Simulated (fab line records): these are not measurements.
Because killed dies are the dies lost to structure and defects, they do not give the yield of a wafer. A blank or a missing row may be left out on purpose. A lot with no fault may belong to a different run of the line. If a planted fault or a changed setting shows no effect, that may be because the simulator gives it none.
A lot that was struck, set against a sound lot    flow sky130    16 out of 708 route steps
Sound: these wafers, L253.1, L253.4, L253.5. Wafers struck: L251.1, L251.2, L251.4. The cause is named last.
For every step that has rows: the tool of each side, followed by ch and its chambers, followed by its first start. Under that, the readings that differ: sound wafers    struck wafers    difference of the means    sigmas: that difference in standard deviations of wafers without a fault.
alike: a reading whose means differ by less than 2 such deviations, as well as words and numbers matching on both sides. not compared: withheld readings; readings where some wafer has no value; bounds like >300 that might hide an equal value; numbers whose values overlap and for which the record gives no deviation.
A row with sigmas, a row that says differs or no value, or rows on one side alone: a step with any of these is where the two part. When numbers do not overlap yet have no deviation, they are printed without sigmas and do not part them. A reading missing from all wafers of one side parts the sides only when that side holds two or more wafers.

SKY_CAPM_THK_MEAS_01:
  sound on film-metro-01, day 40 12:58; struck on film-metro-01, day 39 23:07
  alike: CAPM_CVD_00_THK
SKY_CAPM_SPUTTER_02: material TiN, target thk 200 nm, time 166.7 s.
  sound on pvd-sputter-01, day 40 13:01; struck on pvd-sputter-01, day 39 23:11
  alike: throttle-valve-pct
SKY_CAPM_RS_MEAS_03: a four-point-probe measurement.
  sound on film-metro-02, day 40 13:08; struck on film-metro-01, day 39 23:17
  alike: CAPM_TIN_RS
SKY_CAPM_THK_MEAS_04: measures by xrf.
  sound on film-metro-02, day 40 13:15; struck on film-metro-01, day 39 23:25
  alike: CAPM_TIN_THK
then, 7 steps without rows for these wafers: SKY_CAPM_DEHYDRATE_05 (time 60 s); SKY_CAPM_HMDS_06 (prime time 60 s); SKY_CAPM_COAT_07 (resist thk 1140 nm); SKY_CAPM_SOFTBAKE_08 (time 60 s); SKY_CAPM_EXPOSE_09 (exposes mask CAPM, target cd 1000 nm); SKY_CAPM_PEB_10; SKY_CAPM_DEVELOP_11 (develop time 60 s).
SKY_CAPM_OVL_MEAS_12:
  sound on overlay-01, day 41 13:25; struck on overlay-02, day 40 23:31
reading        sound          struck       difference  sigmas
CAPM_OVL (nm)  0.0 -1.6 -2.5  1.4 2.6 1.5  +3.2        +2
SKY_CAPM_METAL_ETCH_13: etches TiN in Cl2/BCl3, stops on SiO2, target depth 220 nm, time 62.9 s.
  sound on rie-metal-01 ch 0,1, day 41 13:27; struck on rie-metal-03 ch 0,1, day 40 23:34
  no value came back on the struck wafers for any of 6 readings (bcl3-flow-sccm (sccm), bias-w (W) and others); on the sound wafers bcl3-flow-sccm (sccm) reads 30.01 29.84 29.94
reading                                    sound              struck          difference  sigmas
model.NOVOLAK_of_CAPM_COAT_07.thk-nm (nm)  991.4 993.2 991.6  1145 1138 1141  +149        
  not compared: rf-hours-counter-h
SKY_CAPM_STRIP_14: strips in O2/N2.
  sound on plasma-asher-01 ch 0, day 41 13:32; struck on plasma-asher-03 ch 0,1, day 40 23:38
reading                       sound              struck             difference  sigmas
strip-time-to-endpoint-s (s)  12.62 12.64 12.62  14.24 14.16 14.19  +1.57       +29
  alike: drypump-motor-current-A, oes-product-au
  not compared: rf-hours-counter-h
then, 1 step without rows for these wafers: SKY_CAPM_STRIP_15 (strips in post etch residue remover, time 1200 s).
-- the record jumps here: 8 days lie between the struck wafers' starts before and after (it left off in module CAPM and takes up again in module PAD_OPEN, whose first step shown is number 708 of the route) --
SKY_PAD_OPEN_PROBE_99:
  sound on prober-01, day 49 03:02; struck on prober-01, day 48 17:40
reading                   sound           struck                                                                difference                    sigmas
hold                      - - -           await-dispo/2.9h/scrap await-dispo/2.9h/scrap await-dispo/2.9h/scrap  no value on the sound wafers  
defect-limited-yield (%)  85.2 83.7 82.5  0 0 0                                                                 -84                           -40
killed-at-other           0 0 0           404 402 401                                                           +402                          +99 or more
killed-dies               73 80 86        492 492 492                                                           +412                          +41
killed-on-rim             13 20 18        96 96 96                                                              +79                           +22
sort_bin_5_function (%)   9.1 9.3 11.6    93.3 93.9 91.9                                                        +83.0                         +52
sort-n-pass               419 412 406     0 0 0                                                                 -412                          -41
sort-yield-pct (%)        85.2 83.7 82.5  0 0 0                                                                 -84                           -40
  alike: killed_at_M0_to_M3, killed_at_M4_up, killed-at-contacts, killed-at-front-end, killed-open, killed-short, sort_bin_3_pad_short, sort_bin_6_memory

WHERE THEY PART
At SKY_CAPM_OVL_MEAS_12 first; at SKY_PAD_OPEN_PROBE_99 last (within this record only).

WHY: what the simulator had put in
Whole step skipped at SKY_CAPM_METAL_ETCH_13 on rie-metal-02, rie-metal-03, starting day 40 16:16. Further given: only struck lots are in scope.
